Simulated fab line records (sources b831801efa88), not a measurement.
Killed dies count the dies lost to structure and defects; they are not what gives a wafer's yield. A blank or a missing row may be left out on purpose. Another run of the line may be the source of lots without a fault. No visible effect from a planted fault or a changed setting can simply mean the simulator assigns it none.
One fault through the eyes of 2 desks + flow gf180mcu + each desk has only its own numbers; what lay behind them comes last

== AT THE METROLOGY DESK ==
What the gauges read, lot by lot, whatever tool the lot ran on: means of the sampled wafers that have a number. If a lot's mean is further than 4 standard deviations from the usual mean, the lot is out of limits and carries the mark OUT (the distance appears in the brackets).
Columns: A = STI_CVD_03_THK at GF_STI_THK_MEAS_04, usual 205.9 nm; B = cd-nm at GF_STI_CD_MEAS_12, usual 220.4 nm; C = POLY_GATE_CVD_00_THK at GF_POLY_GATE_THK_MEAS_01, usual 199.4 nm
| lot  | first seen here | A               | B     | C     |
|------|-----------------|-----------------|-------|-------|
| L931 | day 1 14:34     | 205.0           | 221.1 | 197.9 |
| L933 | day 2 00:06     | 206.6           | 218.8 | 196.1 |
| L934 | day 2 04:34     | 210.2           | 222.0 | 201.0 |
| L935 | day 2 09:34     | 210.2           | 220.8 | 198.4 |
| L938 | day 3 00:34     | 208.8           | 221.1 | 195.6 |
| L946 | day 4 16:34     | 205.3           | 220.0 | 197.0 |
| L947 | day 4 22:25     | 362.7 (+63) OUT | -     | -     |
| L948 | day 5 02:35     | 205.4           | 220.3 | 201.8 |
| L950 | day 5 12:34     | 362.9 (+63) OUT | -     | -     |
| L952 | day 5 23:25     | 206.4           | 219.0 | 199.9 |
| L953 | day 6 03:34     | 204.7           | 218.6 | 195.4 |
| L954 | day 6 10:09     | 203.7           | 219.1 | 199.4 |
This desk's result: L947, L950 out of limits, first on L947 (STI_CVD_03_THK at GF_STI_THK_MEAS_04), day 4 22:25. In limits: L931, L933, L934, L935, L938, L946, L948, L952, L953, L954.

== DESK OF THE TOOL OWNER: lpcvd-01 ==
The tool's own readings at GF_STI_CVD_03 (deposits Si3N4 from DCS/NH3, target thk 207.16 nm, time 3551 s): means of the sampled wafers that have a number, for each lot that ran on this tool. If a lot's mean is further than 4 standard deviations from the usual mean, the lot is out of limits and carries the mark OUT (the distance appears in the brackets). Of its 11 readings 7 are shown: the one that was out of limits first, and those that lie furthest out on some lot.
Columns: A = spike-tc-bottom-C at GF_STI_CVD_03, usual 790.2 C; B = spike-tc-centre-C at GF_STI_CVD_03, usual 770.5 C; C = spike-tc-lower-C at GF_STI_CVD_03, usual 769.5 C; D = spike-tc-top-C at GF_STI_CVD_03, usual 785 C; E = spike-tc-upper-C at GF_STI_CVD_03, usual 769.0 C; F = susceptor-temp-C at GF_STI_CVD_03, usual 769.98 C; G = zone-power-lower-pct at GF_STI_CVD_03, usual 12.8 %
| lot  | first seen here | A               | B               | C               | D             | E               | F                        | G               |
|------|-----------------|-----------------|-----------------|-----------------|---------------|-----------------|--------------------------|-----------------|
| L933 | day 1 22:06     | 789.5           | 771.8           | 770.4           | 787           | 769.1           | 769.99                   | 12.4            |
| L934 | day 2 02:34     | 789.1           | 770.4           | 769.4           | 786           | 768.3           | 769.96                   | 12.4            |
| L938 | day 2 22:34     | 791.2           | 771.3           | 769.2           | 786           | 768.7           | 770.34                   | 12.5            |
| L947 | day 4 20:26     | 883.8 (+37) OUT | 862.0 (+83) OUT | 860.7 (+83) OUT | 873 (+21) OUT | 860.8 (+94) OUT | 861.27 (+99 or more) OUT | 16.1 (+9.2) OUT |
| L950 | day 5 10:34     | 884.0 (+38) OUT | 863.1 (+84) OUT | 861.1 (+83) OUT | 873 (+21) OUT | 860.9 (+94) OUT | 861.65 (+99 or more) OUT | 15.9 (+8.7) OUT |
| L952 | day 5 21:24     | 789.1           | 771.9           | 769.4           | 787           | 770.2           | 769.92                   | 12.4            |
| L953 | day 6 01:34     | 790.3           | 770.7           | 769.8           | 785           | 768.3           | 770.00                   | 12.5            |
This desk's finding: out of limits on L947, L950; first on L947, day 4 20:26 (spike-tc-bottom-C at GF_STI_CVD_03). In limits: L933, L934, L938, L952, L953.

== ALL TOGETHER ==
At day 4 20:26, on L947, L950, the tool owner's desk was in a position to raise an alarm.
On L947, L950, the metrology desk was in a position to raise an alarm at day 4 22:25.
On lpcvd-01, each named lot ran GF_STI_CVD_03.

== WHAT THE SIMULATOR HAD PUT IN ==
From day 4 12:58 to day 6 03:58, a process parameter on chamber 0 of lpcvd-01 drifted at GF_STI_CVD_03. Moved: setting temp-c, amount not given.
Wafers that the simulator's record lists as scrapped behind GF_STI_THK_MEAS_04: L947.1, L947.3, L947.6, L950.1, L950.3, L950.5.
Shown lots that were struck: L947, L950.
Delay (hours) between the fault's onset and each desk's first out-of-limits reading: 7 at the tool owner's desk, 9 at the metrology desk.
